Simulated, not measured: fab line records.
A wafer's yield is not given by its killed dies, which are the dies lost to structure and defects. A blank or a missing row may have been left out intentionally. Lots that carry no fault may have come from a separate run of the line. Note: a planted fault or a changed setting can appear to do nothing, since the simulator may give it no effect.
fab line records -- flow sky130
record lots=15, wafers=44, last-day=50
route steps=708 shown FIELD_ISO@18 NWELL@34
lots that met no fault: taken from a fault-free run of the same line
start-h: hours from the record's first day to the start of the lot's first wafer shown -- wait-h: how many hours have passed since the lot's step before this one -- " same as the row above -- L1.1+2: several wafers, shown together as one row -- - value missing, or start not given -- * or withheld: withheld -- < > ~ a bound
route shown NAME@n: a module of which the file shows steps, and the number in the route of the first -- usual: the fault-free wafers' mean and standard deviation -- same: alike in all rows -- chamber/n: place in a boat -- sites: each site's reading -- _std_site: their standard deviation -- _edge_site: mean of outer sites minus mean of inner sites -- radius-mm: for every site, how far away it sits from the centre of the wafer -- mask NAME#n: copy n -- behind: the tool/chamber that last shaped the wafer -- hold: the reason the lot was held/the length of the hold in hours/how it ended -- device: transistor that didn't switch, given as n, p or np -- end of line: the tests these same wafers got at the end of their route -- a step with no rows: only its recipe -- killed: not the wafer's yield, but the dies lost to structure and defects at the first sort -- map: a wafer's dies, marking killed ones x, the rest . and places with no die _
set.NAME: the setting the step ran with; set.NAME@STEP: the setting that earlier step ran with -- model.NAME: the simulator's own value behind a step, which no gauge read
route steps across a sampled set of lots; one table per step, one row per wafer
services: the hour from which a tool's chamber was out of use, counted from the record's first day as start-h (under 0 if before that day), plus the number of hours and why
## steps
# step SKY_FIELD_ISO_ETCH_17
# recipe target-depth-a=3420, mask-material=Si3N4, chemistry=HBr/Cl2/O2, target=Si, taper-deg=5, icp-w=600, bias-w=150, pressure-mtorr=15, HBr_flow_sccm=150, Cl2_flow_sccm=40, O2_flow_sccm=6, time-s=97.7
# usual drypump-motor-current-A=5.7/0.45, oes-product-au=0.998/0.013, run-length-s=126.1/0.33, throttle-valve-pct=25.657/0.012
lot.wafer,tool,chamber,start-h,wait-h,drypump-motor-current-A,oes-product-au,rf-hours-counter-h,run-length-s,throttle-valve-pct
L563.1,rie-si-02,2,30.00,0.1,6.0,1.005,150,125.8,25.650
L563.4,rie-si-02,1,30.00,0.1,5.1,0.990,11,126.4,25.662
L563.6,rie-si-02,1,30.00,0.1,5.0,0.986,-,126.1,25.659
L565.1,rie-si-02,1,41.15,0.1,5.1,0.982,11,125.8,25.665
L565.2,rie-si-02,3,41.15,0.1,6.1,1.009,132,126.5,25.654
L565.6,rie-si-02,0,41.15,0.1,5.3,0.981,-,126.0,25.663
L566.3,rie-si-01,0,44.62,0.0,5.6,1.018,96,125.5,25.651
L566.4,rie-si-01,1,44.62,0.0,6.4,1.016,1,126.5,25.642
L566.5,rie-si-01,1,44.62,0.0,6.4,1.020,-,126.4,25.659
L567.3,rie-si-02,1,52.35,0.0,5.1,0.988,11,126.0,25.665
L567.5,rie-si-02,3,52.35,0.0,6.2,1.014,-,126.4,25.634
L567.6,rie-si-02,2,52.35,0.0,6.0,1.012,-,126.1,25.640
L568.1,rie-si-01,2,58.35,0.1,5.3,1.002,2,126.0,25.660
L568.3,rie-si-01,3,58.35,0.1,5.9,0.993,137,126.0,25.661
L568.5,rie-si-01,1,58.35,0.1,6.3,1.024,-,126.2,25.649
L569.2,rie-si-02,1,61.95,0.1,5.1,0.980,11,126.4,25.680
L569.3,rie-si-02,3,61.95,0.1,6.2,1.002,132,126.5,25.647
L570.1,rie-si-02,0,68.72,0.1,5.3,0.968,3,125.8,25.669
L570.3,rie-si-02,2,68.72,0.1,6.0,0.989,150,125.8,25.666
L570.5,rie-si-02,2,68.72,0.1,6.0,1.005,-,126.0,25.660
L572.1,rie-si-02,3,75.55,0.1,6.2,1.010,132,126.8,25.657
L572.2,rie-si-02,1,75.55,0.1,5.1,0.983,11,126.3,25.673
L572.3,rie-si-02,2,75.55,0.1,6.0,0.998,150,125.7,25.645
L574.2,rie-si-01,0,87.10,0.1,5.6,1.001,97,126.2,25.649
L574.5,rie-si-01,2,87.10,0.1,5.3,0.996,-,126.3,25.653
L574.6,rie-si-01,3,87.10,0.1,5.9,1.001,-,125.9,25.660
L575.4,rie-si-02,0,93.05,0.1,5.3,0.993,-,126.0,25.652
L575.5,rie-si-02,1,93.05,0.1,5.0,0.983,-,126.5,25.671
L575.6,rie-si-02,3,93.05,0.1,6.2,1.018,-,126.8,25.639
L579.1,rie-si-02,3,112.00,0.1,6.2,1.015,133,126.5,25.641
L579.4,rie-si-02,1,112.00,0.1,5.1,0.990,11,125.8,25.661
L579.6,rie-si-02,2,112.00,0.1,6.0,1.016,-,125.8,25.650
L580.3,rie-si-01,0,118.55,0.0,5.6,0.987,97,126.2,25.653
L580.5,rie-si-01,0,118.55,0.0,5.6,0.992,-,125.6,25.666
L580.6,rie-si-01,3,118.55,0.0,5.9,0.975,-,126.3,25.682
L581.1,rie-si-01,0,125.90,0.1,5.6,0.998,97,122.0,25.673
L581.3,rie-si-01,2,125.90,0.1,5.3,0.989,2,126.2,25.662
L581.5,rie-si-01,1,125.90,0.1,6.4,1.023,-,126.8,25.648
L582.2,rie-si-01,3,130.65,0.1,5.9,0.993,138,126.3,25.665
L582.3,rie-si-01,1,130.65,0.1,6.4,1.017,2,126.8,25.642
L582.5,rie-si-01,0,130.65,0.1,5.6,0.994,-,122.7,25.662
L583.2,rie-si-01,0,133.45,0.1,5.6,0.995,97,121.9,25.666
L583.4,rie-si-01,2,133.45,0.1,5.3,0.990,2,126.3,25.658
L583.6,rie-si-01,3,133.45,0.1,5.9,0.992,-,126.0,25.665
# step SKY_NWELL_THK_MEAS_02
# recipe reads=SiO2_of_NWELL_OXIDATION_01
# usual NWELL_OXIDATION_THK=9.75/0.19
lot.wafer,tool,chamber,start-h,wait-h,NWELL_OXIDATION_THK[nm]
L563.1,film-metro-04,-,48.33,0.0,9.58
L563.4,film-metro-04,-,48.33,0.0,9.75
L563.6,film-metro-04,-,48.33,0.0,9.49
L565.1,film-metro-02,-,52.75,0.0,9.94
L565.2,film-metro-02,-,52.75,0.0,10.02
L565.6,film-metro-02,-,52.75,0.0,10.04
L566.3,film-metro-03,-,58.33,0.0,9.97
L566.4,film-metro-03,-,58.33,0.0,9.89
L566.5,film-metro-03,-,58.33,0.0,9.85
L567.3,film-metro-04,-,61.28,0.0,9.75
L567.5,film-metro-04,-,61.28,0.0,9.80
L567.6,film-metro-04,-,61.28,0.0,9.84
L568.1,film-metro-03,-,65.34,0.0,9.79
L568.3,film-metro-03,-,65.34,0.0,9.75
L568.5,film-metro-03,-,65.34,0.0,9.70
L569.2,film-metro-03,-,68.45,0.0,9.88
L569.3,film-metro-03,-,68.45,0.0,9.98
L570.1,film-metro-02,-,75.04,0.0,9.62
L570.3,film-metro-02,-,75.04,0.0,9.41
L570.5,film-metro-02,-,75.04,0.0,9.75
L572.1,film-metro-03,-,82.24,0.0,9.58
L572.2,film-metro-03,-,82.24,0.0,9.52
L572.3,film-metro-03,-,82.24,0.0,9.51
L574.2,film-metro-04,-,93.50,0.0,9.99
L574.5,film-metro-04,-,93.50,0.0,10.11
L574.6,film-metro-04,-,93.50,0.0,10.07
L575.4,film-metro-04,-,102.42,0.0,9.70
L575.5,film-metro-04,-,102.42,0.0,9.76
L575.6,film-metro-04,-,102.42,0.0,9.70
L579.1,film-metro-02,-,118.78,0.0,9.66
L579.4,film-metro-02,-,118.78,0.0,9.77
L579.6,film-metro-02,-,118.78,0.0,9.65
L580.3,film-metro-04,-,124.08,0.0,9.79
L580.5,film-metro-04,-,124.08,0.0,9.74
L580.6,film-metro-04,-,124.08,0.0,9.86
L581.1,film-metro-02,-,134.90,0.0,9.84
L581.3,film-metro-02,-,134.90,0.0,10.04
L581.5,film-metro-02,-,134.90,0.0,9.78
L582.2,film-metro-02,-,141.80,0.0,9.73
L582.3,film-metro-02,-,141.80,0.0,9.77
L582.5,film-metro-02,-,141.80,0.0,9.66
L583.2,film-metro-02,-,143.19,0.0,9.88
L583.4,film-metro-02,-,143.19,0.0,9.79
L583.6,film-metro-02,-,143.19,0.0,9.90
# step SKY_NWELL_TW_MEAS_15
# usual NWELL_TW=1829/14
lot.wafer,tool,chamber,start-h,wait-h,NWELL_TW
L563.1,film-metro-02,-,96.30,0.1,1835
L563.4,film-metro-02,-,96.30,0.1,1832
L563.6,film-metro-02,-,96.30,0.1,1833
L565.1,film-metro-03,-,103.43,0.1,1825
L565.2,film-metro-03,-,103.43,0.1,1825
L565.6,film-metro-03,-,103.43,0.1,1823
L566.3,film-metro-04,-,108.60,0.1,1833
L566.4,film-metro-04,-,108.60,0.1,1846
L566.5,film-metro-04,-,108.60,0.1,1840
L567.3,film-metro-03,-,112.35,0.1,1839
L567.5,film-metro-03,-,112.35,0.1,1828
L567.6,film-metro-03,-,112.35,0.1,1817
L568.1,film-metro-03,-,114.72,0.1,1818
L568.3,film-metro-03,-,114.72,0.1,1824
L568.5,film-metro-03,-,114.72,0.1,1809
L569.2,film-metro-03,-,121.64,0.1,1806
L569.3,film-metro-03,-,121.64,0.1,1805
L570.1,film-metro-03,-,128.15,0.1,1815
L570.3,film-metro-03,-,128.15,0.1,1807
L570.5,film-metro-03,-,128.15,0.1,1811
L572.1,film-metro-02,-,135.37,0.1,1844
L572.2,film-metro-02,-,135.37,0.1,1842
L572.3,film-metro-02,-,135.37,0.1,1843
L574.2,film-metro-04,-,148.71,0.1,1840
L574.5,film-metro-04,-,148.71,0.1,1826
L574.6,film-metro-04,-,148.71,0.1,1826
L575.4,film-metro-03,-,159.73,0.1,1808
L575.5,film-metro-03,-,159.73,0.1,1814
L575.6,film-metro-03,-,159.73,0.1,1822
L579.1,film-metro-04,-,179.35,0.1,1858
L579.4,film-metro-04,-,179.35,0.1,1849
L579.6,film-metro-04,-,179.35,0.1,1855
L580.3,film-metro-02,-,185.60,0.1,1854
L580.5,film-metro-02,-,185.60,0.1,1844
L580.6,film-metro-02,-,185.60,0.1,1849
L581.1,film-metro-04,-,198.08,0.1,1835
L581.3,film-metro-04,-,198.08,0.1,1845
L581.5,film-metro-04,-,198.08,0.1,1849
L582.2,film-metro-02,-,205.89,0.1,1848
L582.3,film-metro-02,-,205.89,0.1,1845
L582.5,film-metro-02,-,205.89,0.1,1837
L583.2,film-metro-04,-,207.63,0.1,1832
L583.4,film-metro-04,-,207.63,0.1,1835
L583.6,film-metro-04,-,207.63,0.1,1835
# step SKY_NWELL_RTA_28
# recipe temp-c=1050, time-s=30, idle-temp-c=650, ramp-up-c-per-s=150, ramp-down-c-per-s=90, ambient=N2
# usual lamp-power-pct=25.31/0.052, ramp-up-c-per-s=150.00/0.027, wafer_temp_C_max=1054.8/0.93
lot.wafer,tool,chamber,start-h,wait-h,lamp-power-pct,ramp-up-c-per-s,wafer_temp_C_max
L563.1,rtp-anneal-02,0,113.09,0.0,25.25,149.99,1054.2
L563.4,rtp-anneal-02,0,113.09,0.0,25.32,149.99,1053.3
L563.6,rtp-anneal-02,0,113.09,0.0,25.35,149.99,1054.2
L565.1,rtp-anneal-02,0,121.36,0.0,25.33,150.04,1055.9
L565.2,rtp-anneal-02,0,121.36,0.0,25.32,149.98,1055.7
L565.6,rtp-anneal-02,0,121.36,0.0,25.27,149.98,1055.3
L566.3,rtp-anneal-01,0,127.64,0.0,25.35,150.01,1055.8
L566.4,rtp-anneal-01,0,127.64,0.0,25.33,149.98,1054.9
L566.5,rtp-anneal-01,0,127.64,0.0,25.35,150.02,1056.9
L567.3,rtp-anneal-01,0,131.43,0.0,25.37,149.96,1054.8
L567.5,rtp-anneal-01,0,131.43,0.0,25.27,149.98,1055.0
L567.6,rtp-anneal-01,0,131.43,0.0,25.33,150.04,1054.1
L568.1,rtp-anneal-02,0,133.88,0.0,25.35,149.98,1055.0
L568.3,rtp-anneal-02,0,133.88,0.0,25.26,150.01,1055.0
L568.5,rtp-anneal-02,0,133.88,0.0,25.34,149.99,1057.2
L569.2,rtp-anneal-01,0,140.83,0.0,25.23,149.97,1054.3
L569.3,rtp-anneal-01,0,140.83,0.0,25.39,150.03,1055.7
L570.1,rtp-anneal-01,0,147.58,0.0,25.27,150.00,1054.9
L570.3,rtp-anneal-01,0,147.58,0.0,25.30,150.05,1055.6
L570.5,rtp-anneal-01,0,147.58,0.0,25.25,150.04,1055.1
L572.1,rtp-anneal-01,0,155.34,0.0,25.28,149.99,1055.3
L572.2,rtp-anneal-01,0,155.34,0.0,25.27,149.96,1054.5
L572.3,rtp-anneal-01,0,155.34,0.0,25.36,149.98,1054.0
L574.2,rtp-anneal-01,0,169.40,0.0,25.21,150.00,1054.1
L574.5,rtp-anneal-01,0,169.40,0.0,25.28,149.97,1054.3
L574.6,rtp-anneal-01,0,169.40,0.0,25.28,149.98,1053.6
L575.4,rtp-anneal-02,0,180.93,0.1,25.25,150.04,1054.8
L575.5,rtp-anneal-02,0,180.93,0.1,25.39,150.01,1055.8
L575.6,rtp-anneal-02,0,180.93,0.1,25.33,150.02,1056.0
L579.1,rtp-anneal-01,0,201.91,0.0,25.35,150.04,1054.1
L579.4,rtp-anneal-01,0,201.91,0.0,25.32,150.09,1054.2
L579.6,rtp-anneal-01,0,201.91,0.0,25.32,150.02,1053.6
L580.3,rtp-anneal-01,0,208.19,0.0,25.27,150.02,1053.0
L580.5,rtp-anneal-01,0,208.19,0.0,25.37,150.03,1056.0
L580.6,rtp-anneal-01,0,208.19,0.0,25.36,149.99,1055.8
L581.1,rtp-anneal-01,0,221.45,0.0,25.30,149.99,1054.4
L581.3,rtp-anneal-01,0,221.45,0.0,25.35,150.03,1054.1
L581.5,rtp-anneal-01,0,221.45,0.0,25.30,149.95,1055.1
L582.2,rtp-anneal-02,0,229.41,0.0,25.36,150.00,1056.2
L582.3,rtp-anneal-02,0,229.41,0.0,25.39,150.05,1055.5
L582.5,rtp-anneal-02,0,229.41,0.0,25.30,150.04,1054.4
L583.2,rtp-anneal-01,0,230.37,0.0,25.35,149.98,1056.0
L583.4,rtp-anneal-01,0,230.37,0.0,25.37,150.02,1054.8
L583.6,rtp-anneal-01,0,230.37,0.0,25.27,150.01,1056.7
## services
tool,chamber,start-h,hours,kind
rie-si-02,-,17.62,0.3,repair
rie-si-01,1,37.09,6.9,repair
rie-si-02,2,80.34,-,clean
rie-si-02,2,80.34,15.4,scheduled-down
rie-si-02,2,80.34,15.4,vent-cycle
rie-si-02,0,98.36,12.8,repair
rtp-anneal-02,-,107.06,3.5,pm
rie-si-02,0,120.27,7.1,repair
rie-si-01,3,134.10,-,clean
rie-si-01,3,134.10,17.8,scheduled-down
rie-si-01,3,134.10,17.8,vent-cycle
rie-si-02,3,157.17,-,clean
rie-si-02,3,157.17,17.1,scheduled-down
rie-si-02,3,157.17,17.1,vent-cycle
rie-si-01,-,158.56,2.8,pm
rie-si-01,3,168.93,23.4,repair
rie-si-01,2,181.80,18.1,repair
rie-si-01,2,218.87,1.6,repair
rie-si-01,0,224.63,3.7,repair
## key
first-sign step=SKY_FIELD_ISO_ETCH_17, reading=run-length-s, direction=down, sigmas=12, usual=*, struck=*
effect none on later readings
met-at SKY_FIELD_ISO_ETCH_17
struck-lots L581,L582,L583
struck-wafers L581.1,L582.5,L583.2
sort-left-out L583.2
tester-left-out L581,L582,L583
not-acting-at SKY_NWELL_THK_MEAS_02,SKY_NWELL_TW_MEAS_15,SKY_NWELL_RTA_28
onset-between 118.55 125.90
fault kind=process-parameter-drift, tool=rie-si-01, chamber=0, onset-h=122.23, steps=SKY_FIELD_ISO_ETCH_17, channel=time-s, offset=*, shape=step, end-h=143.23, acts-in=*, stated=*
# tester-left-out: of these lots the tester's yield and bins aren't shown, on N5 and GAA mostly nor the transistor test; their killed dies are dies lost to structure and defects alone, not to doping, threshold or leakage, so they don't give the yield
# sort-left-out: the simulated sort isn't trusted on such a fault, so these wafers' sort isn't shown, and their yield isn't known
